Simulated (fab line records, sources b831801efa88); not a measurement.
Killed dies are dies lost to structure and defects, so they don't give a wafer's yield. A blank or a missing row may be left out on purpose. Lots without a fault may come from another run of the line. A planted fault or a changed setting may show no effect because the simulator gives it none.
fab line records | flow gf180mcu
record lots=5 wafers=15 last_day=33
route steps=602 shown M4@460 V4@476
lots that met no fault: from a run of the same line without faults
start_h: hours from the record's first day to the start of the lot's first wafer shown | wait_h: hours since the lot's step before | " the same as in the row above | L1.1+2: a row that stands for several wafers | - no value, or no start given | * or withheld: withheld | < > ~ a bound
route shown NAME@n: a module of which the file shows steps, and the number in the route of the first | usual: mean/standard deviation of fault-free wafers | same: alike in all rows | chamber/n: place in a boat | sites: the reading at each site | _std_site: their standard deviation | _edge_site: outer sites' mean less inner sites' | radius_mm: how far each site lies from the wafer's centre | mask NAME#n: copy n | behind: the tool/chamber that last shaped the wafer | hold: why the lot was held/for how many hours/how that ended | device: the transistor (n, p or np) that didn't switch | end of line: the same wafers' tests at the end of the route | a step without rows: its recipe alone | killed: dies lost to structure and defects at the first sort, not the wafer's yield | map: a wafer's dies, x killed, . not, _ none there
set.NAME: the setting as run; set.NAME@STEP: as run at that earlier step | model.NAME: the simulator's own value behind a step, which no gauge read
lots at some steps of the route; a table a step, a row a wafer
services: from which hour (start_h, from the record's first day; less than 0 if before it) a tool's chamber was out of use, for how many hours, and why
## steps
# step GF_M4_SPUTTER_04
# recipe material=TiN target_thk_nm=50 power_w=6278 time_s=41.7 chamber_pressure_pa=0.4
# usual throttle_valve_pct=30.5/0.82
# same time_s=41.7
# columns lot.wafer tool chamber start_h wait_h throttle_valve_pct
L075.3 pvd_sputter-04 - 519.52 0.0 30.2
L075.5 " - " " 30.0
L075.6 " - " " 30.8
L079.1 pvd_sputter-02 - 559.08 0.0 31.4
L079.3 " - " " 29.2
L079.5 " - " " 30.1
L080.1 pvd_sputter-04 - 569.33 0.0 31.1
L080.2 " - " " 30.3
L080.5 " - " " 31.6
L088.2 pvd_sputter-02 - 629.15 0.0 31.5
L088.5 " - " " 29.3
L088.6 " - " " 31.5
L091.1 pvd_sputter-02 - 653.28 0.0 31.3
L091.2 " - " " 30.2
L091.5 " - " " 31.7
# step GF_M4_RS_MEAS_05
# recipe thk_meas_gauge=four-point-probe reads=TiN_of_M4_SPUTTER_04+Ti_of_M4_SPUTTER_03+AlCu_of_M4_SPUTTER_02+TiN_of_M4_SPUTTER_01+Ti_of_M4_SPUTTER_00
# usual M4_ALCU_RS=0.0697/0.00079
# columns lot.wafer tool chamber start_h wait_h M4_ALCU_RS[ohm/sq]
L075.3 film_metro-01 - 519.60 0.1 0.0713
L075.5 " - " " 0.0713
L075.6 " - " " 0.0711
L079.1 film_metro-04 - 559.12 0.0 0.0715
L079.3 " - " " 0.0707
L079.5 " - " " 0.0701
L080.1 film_metro-02 - 569.37 0.0 0.0695
L080.2 " - " " 0.0700
L080.5 " - " " 0.0692
L088.2 film_metro-04 - 629.21 0.0 0.0702
L088.5 " - " " 0.0705
L088.6 " - " " 0.0701
L091.1 film_metro-01 - 653.32 0.0 0.0705
L091.2 " - " " 0.0684
L091.5 " - " " 0.0703
# step GF_M4_THK_MEAS_06
# recipe thk_meas_gauge=xrf reads=AlCu_of_M4_SPUTTER_02
# usual M4_ALCU_THK=441/5.2
# columns lot.wafer tool chamber start_h wait_h M4_ALCU_THK[nm]
L075.3 film_metro-01 - 519.70 0.1 436
L075.5 " - " " 436
L075.6 " - " " 436
L079.1 film_metro-04 - 559.24 0.1 427
L079.3 " - " " 432
L079.5 " - " " 436
L080.1 film_metro-02 - 569.49 0.1 435
L080.2 " - " " 436
L080.5 " - " " 443
L088.2 film_metro-04 - 629.32 0.1 436
L088.5 " - " " 436
L088.6 " - " " 443
L091.1 film_metro-01 - 653.44 0.1 440
L091.2 " - " " 451
L091.5 " - " " 438
# step GF_M4_DEHYDRATE_07
# recipe temp_c=200 time_s=60
# same time_s=60
# columns lot.wafer tool chamber start_h wait_h
L075.3+5+6 litho_track-02 0 530.44 10.7
L079.1+3+5 litho_track-03 0 569.90 10.6
L080.1+2+5 litho_track-02 0 580.44 10.9
L088.2+5+6 litho_track-02 0 638.67 9.3
L091.1+2+5 litho_track-01 0 662.58 9.1
# step GF_M4_HMDS_08
# recipe prime_time_s=60 prime_temp_c=120
# columns lot.wafer tool chamber start_h wait_h
L075.3+5+6 litho_track-02 0 530.59 0.1
L079.1+3+5 litho_track-03 0 570.05 0.1
L080.1+2+5 litho_track-02 0 580.59 0.1
L088.2+5+6 litho_track-02 0 638.82 0.1
L091.1+2+5 litho_track-01 0 662.73 0.1
# step GF_M4_COAT_09
# recipe resist=KrF spin_rpm=withheld resist_thk_nm=1000
# columns lot.wafer tool chamber start_h wait_h
L075.3+5+6 litho_track-02 0 530.74 0.1
L079.1+3+5 litho_track-03 0 570.20 0.1
L080.1+2+5 litho_track-02 0 580.74 0.1
L088.2+5+6 litho_track-02 0 638.97 0.1
L091.1+2+5 litho_track-01 0 662.88 0.1
# step GF_M4_SOFTBAKE_10
# recipe temp_c=130 time_s=60 resist=KrF
# same time_s=60
# columns lot.wafer tool chamber start_h wait_h
L075.3+5+6 litho_track-02 0 530.89 0.1
L079.1+3+5 litho_track-03 0 570.35 0.1
L080.1+2+5 litho_track-02 0 580.89 0.1
L088.2+5+6 litho_track-02 0 639.12 0.1
L091.1+2+5 litho_track-01 0 663.03 0.1
# step GF_M4_EXPOSE_11
# recipe mask_id=Metal4 target_cd_nm=280 na=0.68 source_shape=conventional sigma_outer=0.6 dose_mj=28
# usual focus_offset_nm=0.0/0.49
# columns lot.wafer tool chamber start_h wait_h mask focus_offset_nm
L075.3 krf_scanner-01 0 - - Metal4#0 -0.2
L075.5 " 0 " " Metal4#0 0.6
L075.6 " 0 " " Metal4#0 -0.3
L079.1 krf_scanner-02 0 - - Metal4#0 0.4
L079.3 " 0 " " Metal4#0 -1.1
L079.5 " 0 " " Metal4#0 0.2
L080.1 krf_scanner-01 0 - - Metal4#0 -0.8
L080.2 " 0 " " Metal4#0 0.6
L080.5 " 0 " " Metal4#0 -0.3
L088.2 krf_scanner-02 0 - - Metal4#0 0.6
L088.5 " 0 " " Metal4#0 -0.2
L088.6 " 0 " " Metal4#0 0.7
L091.1 krf_scanner-01 0 - - Metal4#0 -0.6
L091.2 " 0 " " Metal4#0 -0.3
L091.5 " 0 " " Metal4#0 0.4
# step GF_M4_PEB_12
# recipe peb_temp_c=135 peb_time_s=90 resist=KrF
# same peb_time_s=90
# columns lot.wafer tool chamber start_h wait_h
L075.3+5+6 litho_track-02 0 - -
L079.1+3+5 litho_track-03 0 - -
L080.1+2+5 litho_track-01 0 - -
L088.2+5+6 litho_track-02 0 - -
L091.1+2+5 litho_track-02 0 - -
# step GF_M4_DEVELOP_13
# recipe develop_time_s=60 dev_temp_c=21
# columns lot.wafer tool chamber start_h wait_h
L075.3+5+6 litho_track-02 0 541.99 0.1
L079.1+3+5 litho_track-03 0 581.35 0.2
L080.1+2+5 litho_track-01 0 591.33 0.2
L088.2+5+6 litho_track-02 0 648.82 0.2
L091.1+2+5 litho_track-02 0 672.34 0.2
# step GF_M4_CD_MEAS_14
# recipe target_cd_nm=280
# usual cd_nm=279.9/1.2
# columns lot.wafer tool chamber start_h wait_h cd_nm
L075.3 cd_sem-02 - 542.13 0.1 278.0
L075.5 " - " " 279.6
L075.6 " - " " 279.5
L079.1 cd_sem-02 - 581.50 0.1 281.7
L079.3 " - " " 281.7
L079.5 " - " " 282.7
L080.1 cd_sem-02 - 591.48 0.1 279.5
L080.2 " - " " 280.5
L080.5 " - " " 280.6
L088.2 cd_sem-02 - 648.96 0.1 280.8
L088.5 " - " " 283.2
L088.6 " - " " 282.4
L091.1 cd_sem-02 - 672.59 0.2 281.2
L091.2 " - " " 279.8
L091.5 " - " " 279.4
# step GF_M4_OVL_MEAS_15
# usual M4_OVL=-1/5.8
# columns lot.wafer tool chamber start_h wait_h M4_OVL[nm]
L075.3 overlay-02 - 542.23 0.1 1
L075.5 " - " " 3
L075.6 " - " " -4
L079.1 overlay-02 - 581.62 0.1 4
L079.3 " - " " 2
L079.5 " - " " 2
L080.1 overlay-01 - 591.60 0.1 -15
L080.2 " - " " -10
L080.5 " - " " -6
L088.2 overlay-01 - 649.07 0.1 -1
L088.5 " - " " -6
L088.6 " - " " 0
L091.1 overlay-02 - 672.71 0.1 3
L091.2 " - " " 7
L091.5 " - " " 2
# step GF_M4_METAL_ETCH_16
# recipe chemistry=Cl2/BCl3 mask_material=KrF target_depth_nm=750.8 stop_on=SiO2 pressure_mtorr=8 icp_w=800 bias_w=140 Cl2_flow_sccm=80 bcl3_flow_sccm=40 time_s=125.1
# usual chamber_pressure_mTorr=8.001/0.0072 drypump_motor_current_A=5.7/0.61 he_backside_leak_sccm=3.41/0.2 oes_product_au=0.991/0.0055 throttle_valve_pct=28.228/0.009
# same time_s=125.1
# columns lot.wafer tool chamber start_h wait_h chamber_pressure_mTorr drypump_motor_current_A he_backside_leak_sccm oes_product_au rf_hours_counter_h throttle_valve_pct
L075.3 rie_metal-03 1 542.34 0.1 8.006 6.7 3.73 0.998 - 28.236
L075.5 " 1 " " 8.006 6.7 3.46 0.993 - 28.226
L075.6 " 1 " " 7.989 6.7 3.45 0.992 - 28.215
L079.1 rie_metal-02 0 581.65 0.0 8.002 6.1 3.60 0.992 2 28.237
L079.3 " 0 " " 7.990 6.1 3.59 1.000 - 28.225
L079.5 " 1 " " 7.997 6.1 3.13 0.993 - 28.205
L080.1 rie_metal-04 1 591.64 0.0 8.001 5.0 3.18 0.990 9 28.243
L080.2 " 0 " " 8.010 5.5 3.51 0.992 2 28.236
L080.5 " 0 " " 7.996 5.5 3.58 0.989 - 28.236
L088.2 rie_metal-03 1 649.10 0.0 7.998 6.7 3.34 0.994 8 28.222
L088.5 " 1 " " 7.996 6.7 3.55 1.001 - 28.219
L088.6 " 0 " " 8.001 4.9 3.22 1.000 - 28.225
L091.1 rie_metal-02 0 672.74 0.0 7.996 6.1 4.22 0.984 4 28.232
L091.2 " 1 " " 8.000 6.1 3.57 0.990 9 28.226
L091.5 " 0 " " 7.997 6.1 3.63 0.998 - 28.229
# step GF_M4_STRIP_17
# recipe chemistry=O2/N2 power_w=1400 pressure_mtorr=1500 platen_temp_c=250 o2_flow_sccm=3000 n2_flow_sccm=300 overash_fraction=0.5
# usual chamber_pressure_mTorr=1500.1/1.3 drypump_motor_current_A=5.77/0.26 heater_power_w=304/28 oes_product_au=0.538/0.0049 strip_time_to_endpoint_s=7.39/0.036
# columns lot.wafer tool chamber start_h wait_h chamber_pressure_mTorr drypump_motor_current_A heater_power_w oes_product_au rf_hours_counter_h strip_time_to_endpoint_s
L075.3 plasma_asher-04 0 542.54 0.2 1498.8 5.78 315 0.534 - 7.37
L075.5 " 0 " " 1499.4 5.75 308 0.542 - 7.35
L075.6 " 1 " " 1501.0 5.38 291 0.535 - 7.41
L079.1 plasma_asher-03 0 581.78 0.1 1500.2 5.69 329 0.527 96 7.32
L079.3 " 0 " " 1500.6 5.67 333 0.537 - 7.37
L079.5 " 1 " " 1500.0 5.90 342 0.543 - 7.44
L080.1 plasma_asher-02 1 591.77 0.1 1501.4 5.85 255 0.542 54 7.41
L080.2 " 0 " " 1501.0 6.16 324 0.545 54 7.44
L080.5 " 0 " " 1500.6 6.17 322 0.540 - 7.43
L088.2 plasma_asher-02 1 649.23 0.1 1502.4 5.84 252 0.540 61 7.38
L088.5 " 1 " " 1498.9 5.84 264 0.546 - 7.40
L088.6 " 0 " " 1501.0 6.19 321 0.538 - 7.36
L091.1 plasma_asher-04 0 672.87 0.1 1500.0 5.73 314 0.538 91 7.42
L091.2 " 1 " " 1500.1 5.38 298 0.532 91 7.34
L091.5 " 1 " " 1499.7 5.40 300 0.541 - 7.38
# step GF_M4_STRIP_18
# recipe chemistry=post_etch_residue_remover time_s=1200 temp_c=72.5
# usual temp_c=72.49/0.11
# same time_s=1200
# columns lot.wafer tool chamber start_h wait_h temp_c
L075.3 wet_bench-02 2 542.61 0.0 72.66
L075.5 " 2 " " 72.51
L075.6 " 2 " " 72.47
L079.1 wet_bench-02 0 581.88 0.1 72.42
L079.3 " 0 " " 72.62
L079.5 " 0 " " 72.53
L080.1 wet_bench-01 0 591.87 0.1 72.17
L080.2 " 0 " " 72.43
L080.5 " 0 " " 72.43
L088.2 wet_bench-03 1 649.33 0.1 72.62
L088.5 " 1 " " 72.50
L088.6 " 1 " " 72.48
L091.1 wet_bench-03 1 672.97 0.1 72.64
L091.2 " 1 " " 72.58
L091.5 " 1 " " 72.43
# step GF_M4_CLEAN_19
# recipe chemistry=DIW dry=n2_spin
# columns lot.wafer tool chamber start_h wait_h
L075.3+5+6 wet_bench-01 1 542.98 0.0
L079.1+3+5 wet_bench-03 0 582.23 0.0
L080.1+2+5 wet_bench-03 0 592.21 0.0
L088.2+5+6 wet_bench-01 3 649.70 0.0
L091.1+2+5 wet_bench-01 3 673.31 0.0
# step GF_V4_CVD_00
# recipe material=SiO2 target_thk_nm=600 sigma_open_frac=0.3 temp_c=400 time_s=100 sih4_flow_sccm=60 pressure_mtorr=6
# usual pressure_mtorr=5.999/0.012
# same time_s=100
# columns lot.wafer tool chamber start_h wait_h pressure_mtorr
L075.3 hdpcvd-02 2 543.11 0.0 6.006
L075.5 " 2 " " 5.994
L075.6 " 1 " " 5.975
L079.1 hdpcvd-02 1 582.32 0.0 5.996
L079.3 " 0 " " 6.006
L079.5 " 1 " " 6.013
L080.1 hdpcvd-02 0 592.30 0.0 6.014
L080.2 " 1 " " 6.006
L080.5 " 2 " " 5.965
L088.2 hdpcvd-02 1 649.79 0.0 5.989
L088.5 " 2 " " 6.005
L088.6 " 0 " " 6.014
L091.1 hdpcvd-01 2 673.41 0.0 5.999
L091.2 " 1 " " 6.014
L091.5 " 0 " " 5.995
# step GF_V4_THK_MEAS_01
# recipe reads=SiO2_of_V4_CVD_00
# usual V4_CVD_00_THK=601/5.9
# columns lot.wafer tool chamber start_h wait_h V4_CVD_00_THK[nm]
L075.3 film_metro-03 - 543.20 0.1 597
L075.5 " - " " 596
L075.6 " - " " 599
L079.1 film_metro-04 - 582.39 0.0 589
L079.3 " - " " 594
L079.5 " - " " 592
L080.1 film_metro-02 - 592.37 0.0 611
L080.2 " - " " 592
L080.5 " - " " 595
L088.2 film_metro-02 - 649.87 0.0 602
L088.5 " - " " 603
L088.6 " - " " 606
L091.1 film_metro-02 - 673.48 0.0 606
L091.2 " - " " 610
L091.5 " - " " 600
# step GF_V4_CVD_02
# recipe material=SiO2 target_thk_nm=850 precursor=TEOS temp_c=400 time_s=94.851 rf_w=600
# usual heater_power_w=641/110
# same time_s=94.851
# columns lot.wafer tool chamber start_h wait_h heater_power_w
L075.3 pecvd-01 2 543.24 0.0 646
L075.5 " 0 " " 525
L075.6 " 1 " " 651
L079.1 pecvd-04 2 582.45 0.1 559
L079.3 " 1 " " 606
L079.5 " 2 " " 595
L080.1 pecvd-02 2 592.43 0.1 811
L080.2 " 0 " " 589
L080.5 " 2 " " 826
L088.2 pecvd-02 1 649.92 0.0 739
L088.5 " 2 " " 668
L088.6 " 1 " " 678
L091.1 pecvd-02 2 673.54 0.1 756
L091.2 " 1 " " 661
L091.5 " 0 " " 580
# step GF_V4_THK_MEAS_03
# recipe reads=SiO2_of_V4_CVD_02
# usual V4_CVD_02_THK=852/11
# columns lot.wafer tool chamber start_h wait_h V4_CVD_02_THK[nm]
L075.3 film_metro-04 - 543.33 0.1 846
L075.5 " - " " 840
L075.6 " - " " 841
L079.1 film_metro-02 - 582.52 0.0 849
L079.3 " - " " 842
L079.5 " - " " 870
L080.1 film_metro-02 - 592.50 0.0 852
L080.2 " - " " 861
L080.5 " - " " 869
L088.2 film_metro-02 - 650.04 0.1 835
L088.5 " - " " 851
L088.6 " - " " 863
L091.1 film_metro-03 - 673.61 0.0 855
L091.2 " - " " 839
L091.5 " - " " 864
# step GF_V4_CMP_04
# recipe material=SiO2 down_force_psi=4 platen_rpm=60 pad_velocity_m_s=0.94248
# usual motor_current_A=11.3/0.94 time_to_endpoint_s=82/5.2
# columns lot.wafer tool chamber start_h wait_h motor_current_A time_to_endpoint_s
L075.3 cmp-02 2 543.52 0.2 11.5 80
L075.6 " 3 " " 12.5 74
L075.5 " 0 " " 13.0 80
L079.3 cmp-02 0 582.63 0.1 13.0 84
L079.1 " 1 " " 10.6 78
L079.5 " 0 " " 12.4 92
L080.2 cmp-02 0 592.66 0.1 13.2 88
L080.1 " 1 " " 10.7 83
L080.5 " 3 " " 11.8 85
L088.2 cmp-01 0 650.09 0.0 10.0 71
L088.5 " 0 " " 9.9 75
L088.6 " 1 " " 12.0 86
L091.1 cmp-01 0 673.67 0.1 10.0 77
L091.2 " 3 " " 10.6 76
L091.5 " 0 " " 9.2 80
# step GF_V4_BOW_MEAS_05
# recipe mode=bow
# usual V4_BOW=137/8.5
# columns lot.wafer tool chamber start_h wait_h V4_BOW[um]
L075.3 film_metro-03 - 543.71 0.1 130
L075.5 " - " " 134
L075.6 " - " " 125
L079.1 film_metro-02 - 582.88 0.1 134
L079.3 " - " " 139
L079.5 " - " " 133
L080.1 film_metro-04 - 592.86 0.1 146
L080.2 " - " " 153
L080.5 " - " " 147
L088.2 film_metro-04 - 650.41 0.3 131
L088.5 " - " " 140
L088.6 " - " " 132
L091.1 film_metro-03 - 673.97 0.2 143
L091.2 " - " " 137
L091.5 " - " " 145
# step GF_V4_DEHYDRATE_06
# recipe temp_c=200 time_s=60
# same time_s=60
# columns lot.wafer tool chamber start_h wait_h
L075.3+5+6 litho_track-04 0 554.53 10.8
L079.1+3+5 litho_track-02 0 592.79 9.9
L080.1+2+5 litho_track-04 0 603.33 10.4
L088.2+5+6 litho_track-04 0 659.21 8.8
L091.1+2+5 litho_track-02 0 682.54 8.6
# step GF_V4_HMDS_07
# recipe prime_time_s=60 prime_temp_c=120
# columns lot.wafer tool chamber start_h wait_h
L075.3+5+6 litho_track-04 0 554.68 0.1
L079.1+3+5 litho_track-02 0 592.94 0.1
L080.1+2+5 litho_track-04 0 603.48 0.1
L088.2+5+6 litho_track-04 0 659.36 0.1
L091.1+2+5 litho_track-02 0 682.69 0.1
# step GF_V4_COAT_08
# recipe resist=BARC temp_c=withheld time_s=withheld spin_rpm=withheld resist_thk_nm=withheld
# columns lot.wafer tool chamber start_h wait_h
L075.3+5+6 litho_track-04 0 554.83 0.1
L079.1+3+5 litho_track-02 0 593.09 0.1
L080.1+2+5 litho_track-04 0 603.63 0.1
L088.2+5+6 litho_track-04 0 659.51 0.1
L091.1+2+5 litho_track-02 0 682.84 0.1
# step GF_V4_COAT_09
# recipe resist=KrF spin_rpm=withheld resist_thk_nm=1000
# columns lot.wafer tool chamber start_h wait_h
L075.3+5+6 litho_track-04 0 - -
L079.1+3+5 litho_track-02 0 - -
L080.1+2+5 litho_track-04 0 - -
L088.2+5+6 litho_track-04 0 - -
L091.1+2+5 litho_track-02 0 - -
# step GF_V4_SOFTBAKE_10
# recipe temp_c=130 time_s=60 resist=KrF
# same time_s=60
# columns lot.wafer tool chamber start_h wait_h
L075.3+5+6 litho_track-04 0 - -
L079.1+3+5 litho_track-02 0 - -
L080.1+2+5 litho_track-04 0 - -
L088.2+5+6 litho_track-04 0 - -
L091.1+2+5 litho_track-02 0 - -
# step GF_V4_EXPOSE_11
# recipe mask_id=Via4 target_cd_nm=260 na=0.68 source_shape=conventional sigma_outer=0.6 dose_mj=38
# usual focus_offset_nm=0.0/0.47
# columns lot.wafer tool chamber start_h wait_h mask focus_offset_nm
L075.3 krf_scanner-01 0 - - Via4#0 -0.4
L075.5 " 0 " " Via4#0 0.0
L075.6 " 0 " " Via4#0 0.5
L079.1 krf_scanner-02 0 - - Via4#0 0.0
L079.3 " 0 " " Via4#0 0.6
L079.5 " 0 " " Via4#0 -0.2
L080.1 krf_scanner-02 0 - - Via4#0 0.2
L080.2 " 0 " " Via4#0 1.1
L080.5 " 0 " " Via4#0 0.5
L088.2 krf_scanner-02 0 - - Via4#0 -0.1
L088.5 " 0 " " Via4#0 -0.2
L088.6 " 0 " " Via4#0 -0.3
L091.1 krf_scanner-02 0 - - Via4#0 0.3
L091.2 " 0 " " Via4#0 -0.4
L091.5 " 0 " " Via4#0 -0.1
# step GF_V4_PEB_12
# recipe peb_temp_c=136.2 peb_time_s=90 resist=KrF
# same peb_time_s=90
# columns lot.wafer tool chamber start_h wait_h
L075.3+5+6 litho_track-04 0 - -
L079.1+3+5 litho_track-02 0 - -
L080.1+2+5 litho_track-01 0 - -
L088.2+5+6 litho_track-02 0 - -
L091.1+2+5 litho_track-01 0 - -
# step GF_V4_DEVELOP_13
# recipe develop_time_s=60 resist=KrF dev_temp_c=21
# columns lot.wafer tool chamber start_h wait_h
L075.3+5+6 litho_track-04 0 566.38 0.1
L079.1+3+5 litho_track-02 0 603.64 0.2
L080.1+2+5 litho_track-01 0 614.08 0.2
L088.2+5+6 litho_track-02 0 668.52 0.2
L091.1+2+5 litho_track-01 0 691.93 0.2
# step GF_V4_CD_MEAS_14
# recipe target_cd_nm=260
# usual cd_nm=259.8/1.2
# columns lot.wafer tool chamber start_h wait_h cd_nm
L075.3 cd_sem-02 - 566.59 0.2 259.8
L075.5 " - " " 259.8
L075.6 " - " " 258.7
L079.1 cd_sem-02 - 603.79 0.1 260.2
L079.3 " - " " 261.1
L079.5 " - " " 259.8
L080.1 cd_sem-02 - 614.23 0.1 259.6
L080.2 " - " " 258.7
L080.5 " - " " 260.3
L088.2 cd_sem-02 - 668.66 0.1 260.5
L088.5 " - " " 261.2
L088.6 " - " " 261.5
L091.1 cd_sem-02 - 692.14 0.2 259.4
L091.2 " - " " 259.1
L091.5 " - " " 259.0
# step GF_V4_OVL_MEAS_15
# usual V4_OVL=-2/6.8
# columns lot.wafer tool chamber start_h wait_h V4_OVL[nm]
L075.3 overlay-01 - 566.69 0.1 6
L075.5 " - " " 3
L075.6 " - " " -6
L079.1 overlay-01 - 603.91 0.1 2
L079.3 " - " " 10
L079.5 " - " " -3
L080.1 overlay-02 - 614.35 0.1 -1
L080.2 " - " " -5
L080.5 " - " " -5
L088.2 overlay-02 - 668.77 0.1 4
L088.5 " - " " 0
L088.6 " - " " 6
L091.1 overlay-01 - 692.26 0.1 -8
L091.2 " - " " 0
L091.5 " - " " -11
# step GF_V4_ETCH_16
# recipe chemistry=N2/H2 target_depth_a=withheld overetch_a=withheld time_s=withheld target=BARC ion_energy_ev=200 source_w=500 bias_w=100 pressure_mtorr=30 n2_flow_sccm=100 h2_flow_sccm=200
# usual chamber_pressure_mTorr=29.999/0.03 drypump_motor_current_A=5.67/0.3 oes_product_au=0.854/0.0042 throttle_valve_pct=13.225/0.0089
# columns lot.wafer tool chamber start_h wait_h chamber_pressure_mTorr drypump_motor_current_A oes_product_au throttle_valve_pct
L075.3 rie_diel-04 0 566.71 0.0 30.005 5.51 0.859 13.229
L075.5 " 2 " " 30.040 5.66 0.859 13.225
L075.6 " 1 " " 29.964 5.80 0.856 13.224
L079.1 rie_diel-04 1 603.95 0.0 29.953 5.80 0.854 13.230
L079.3 " 0 " " 29.995 5.54 0.850 13.236
L079.5 " 2 " " 29.951 5.62 0.847 13.227
L080.1 rie_diel-02 0 614.39 0.0 29.989 5.74 0.853 13.221
L080.2 " 3 " " 29.980 6.41 0.852 13.237
L080.5 " 0 " " 30.000 5.72 0.853 13.240
L088.2 rie_diel-01 3 668.80 0.0 29.961 5.82 0.852 13.224
L088.5 " 1 " " 30.002 5.52 0.860 13.219
L088.6 " 0 " " 29.959 5.44 0.859 13.233
L091.1 rie_diel-04 2 692.30 0.0 30.021 5.64 0.856 13.232
L091.2 " 0 " " 29.987 5.54 0.851 13.226
L091.5 " 1 " " 29.985 5.77 0.853 13.234
# step GF_V4_ETCH_17
# recipe chemistry=C4F8/O2/Ar mask_material=KrF target=SiO2 stop_on=TiN source_w=1500 bias_w=1200 pressure_mtorr=40 c4f8_flow_sccm=withheld O2_flow_sccm=6 Ar_flow_sccm=300 time_s=withheld target_depth_a=6300
# usual chamber_pressure_mTorr=39.99/0.039 oes_product_au=0.856/0.0044
# columns lot.wafer tool chamber start_h wait_h chamber_pressure_mTorr oes_product_au
L075.3 rie_diel-04 0 - - 40.04 0.857
L075.5 " 2 " " 40.00 0.859
L075.6 " 1 " " 39.99 0.858
L079.1 rie_diel-04 1 - - 39.97 0.848
L079.3 " 0 " " 39.98 0.861
L079.5 " 2 " " 40.03 0.859
L080.1 rie_diel-02 0 - - 39.99 0.850
L080.2 " 3 " " 39.98 0.851
L080.5 " 0 " " 39.92 0.850
L088.2 rie_diel-01 3 - - 40.00 0.850
L088.5 " 1 " " 39.95 0.849
L088.6 " 0 " " 39.99 0.855
L091.1 rie_diel-04 2 - - 40.05 0.860
L091.2 " 0 " " 39.97 0.862
L091.5 " 1 " " 40.07 0.860
# step GF_V4_STRIP_18
# recipe chemistry=O2/N2 power_w=1400 pressure_mtorr=1500 platen_temp_c=250 o2_flow_sccm=3000 n2_flow_sccm=300 overash_fraction=0.5
# usual chamber_pressure_mTorr=1500.1/1.3 drypump_motor_current_A=5.80/0.28 heater_power_w=320/41 oes_product_au=0.592/0.0046
# columns lot.wafer tool chamber start_h wait_h chamber_pressure_mTorr drypump_motor_current_A heater_power_w oes_product_au rf_hours_counter_h
L075.3 plasma_asher-01 1 566.87 - 1500.0 5.48 348 0.593 -
L075.5 " 1 " " 1500.6 5.52 355 0.591 -
L075.6 " 0 " " 1501.3 6.08 388 0.591 -
L079.1 plasma_asher-02 1 604.08 - 1499.7 5.85 252 0.596 56
L079.3 " 0 " " 1501.3 6.20 328 0.594 -
L079.5 " 1 " " 1499.5 5.85 259 0.584 -
L080.1 plasma_asher-04 1 614.52 - 1499.3 5.38 295 0.588 84
L080.2 " 0 " " 1500.1 5.78 308 0.601 84
L080.5 " 1 " " 1501.4 5.36 300 0.602 -
L088.2 plasma_asher-01 0 668.93 - 1501.4 6.04 384 0.586 26
L088.5 " 0 " " 1499.2 6.05 383 0.591 -
L088.6 " 1 " " 1500.0 5.48 347 0.594 -
L091.1 plasma_asher-01 0 692.43 - 1499.1 6.03 379 0.582 28
L091.2 " 1 " " 1499.6 5.52 353 0.605 28
L091.5 " 0 " " 1500.0 6.07 382 0.590 -
# step GF_V4_STRIP_19
# recipe chemistry=post_etch_residue_remover time_s=1200 temp_c=72.5
# usual temp_c=72.47/0.13
# same time_s=1200
# columns lot.wafer tool chamber start_h wait_h temp_c
L075.3 wet_bench-04 1 566.94 0.0 72.54
L075.5 " 1 " " 72.46
L075.6 " 1 " " 72.41
L079.1 wet_bench-02 3 604.18 0.1 72.45
L079.3 " 3 " " 72.38
L079.5 " 3 " " 72.39
L080.1 wet_bench-02 2 614.62 0.1 72.49
L080.2 " 2 " " 72.57
L080.5 " 2 " " 72.52
L088.2 wet_bench-02 1 669.03 0.1 72.36
L088.5 " 1 " " 72.36
L088.6 " 1 " " 72.42
L091.1 wet_bench-02 3 692.53 0.1 72.55
L091.2 " 3 " " 72.28
L091.5 " 3 " " 72.50
# step GF_V4_CLEAN_20
# recipe chemistry=DIW dry=n2_spin
# columns lot.wafer tool chamber start_h wait_h
L075.3+5+6 wet_bench-02 2 567.35 0.0
L079.1+3+5 wet_bench-04 1 604.52 0.0
L080.1+2+5 wet_bench-04 1 614.96 0.0
L088.2+5+6 wet_bench-03 2 669.37 0.0
L091.1+2+5 wet_bench-03 0 692.87 0.0
# step GF_V4_SPUTTER_21
# recipe material=Ti target_thk_nm=15 chamber_pressure_pa=5 power_w=2500 substrate_temp_c=200 time_s=80.02
# usual throttle_valve_pct=30.2/1
# same time_s=80.02
# columns lot.wafer tool chamber start_h wait_h throttle_valve_pct
L075.3 pvd_sputter-02 - 567.45 0.0 31.5
L075.5 " - " " 28.7
L075.6 " - " " 31.2
L079.1 pvd_sputter-04 - 604.72 0.0 31.0
L079.3 " - " " 29.4
L079.5 " - " " 30.9
L080.1 pvd_sputter-01 - 615.05 0.0 30.2
L080.2 " - " " 31.1
L080.5 " - " " 31.3
L088.2 pvd_sputter-02 - 669.46 0.0 31.4
L088.5 " - " " 30.5
L088.6 " - " " 31.3
L091.1 pvd_sputter-01 - 692.97 0.0 30.4
L091.2 " - " " 28.2
L091.5 " - " " 28.4
# step GF_V4_SPUTTER_22
# recipe material=TiN target_thk_nm=10 chamber_pressure_pa=5 power_w=4000 time_s=40
# usual throttle_valve_pct=30.2/1
# same time_s=40
# columns lot.wafer tool chamber start_h wait_h throttle_valve_pct
L075.3 pvd_sputter-02 - 567.52 0.0 31.3
L075.5 " - " " 29.0
L075.6 " - " " 31.3
L079.1 pvd_sputter-04 - 604.78 0.0 31.1
L079.3 " - " " 29.3
L079.5 " - " " 30.9
L080.1 pvd_sputter-01 - 615.11 0.0 30.6
L080.2 " - " " 31.7
L080.5 " - " " 31.6
L088.2 pvd_sputter-02 - 669.52 0.0 31.3
L088.5 " - " " 30.3
L088.6 " - " " 30.9
L091.1 pvd_sputter-01 - 693.03 0.0 30.3
L091.2 " - " " 28.3
L091.5 " - " " 28.5
## services
# columns tool chamber start_h hours kind
pecvd-02 - 511.16 0.5 repair
krf_scanner-02 - 511.17 0.8 pm
rie_diel-04 0 517.40 5.5 repair
pvd_sputter-04 - 517.83 1.0 repair
krf_scanner-02 - 531.86 1.3 pm
hdpcvd-02 0 536.70 28.4 repair
rie_diel-04 1 543.01 2.6 repair
hdpcvd-02 1 544.99 12.3 repair
hdpcvd-02 2 567.48 3.7 repair
wet_bench-01 - 569.56 4.0 repair
plasma_asher-02 - 572.50 2.3 repair
krf_scanner-01 - 577.88 1.0 pm
cmp-02 - 591.00 1.1 repair
krf_scanner-02 - 594.48 3.6 pm
plasma_asher-04 - 602.22 2.8 pm
cmp-02 - 622.83 0.2 repair
krf_scanner-02 - 627.96 1.0 pm
krf_scanner-01 - 628.96 0.8 pm
rie_diel-04 1 641.56 8.8 repair
pecvd-02 0 645.54 6.1 repair
plasma_asher-04 - 653.17 0.5 repair
krf_scanner-01 - 655.92 1.3 pm
cmp-02 - 656.63 1.7 repair
krf_scanner-01 - 664.84 36.0 pm
## key
fault none
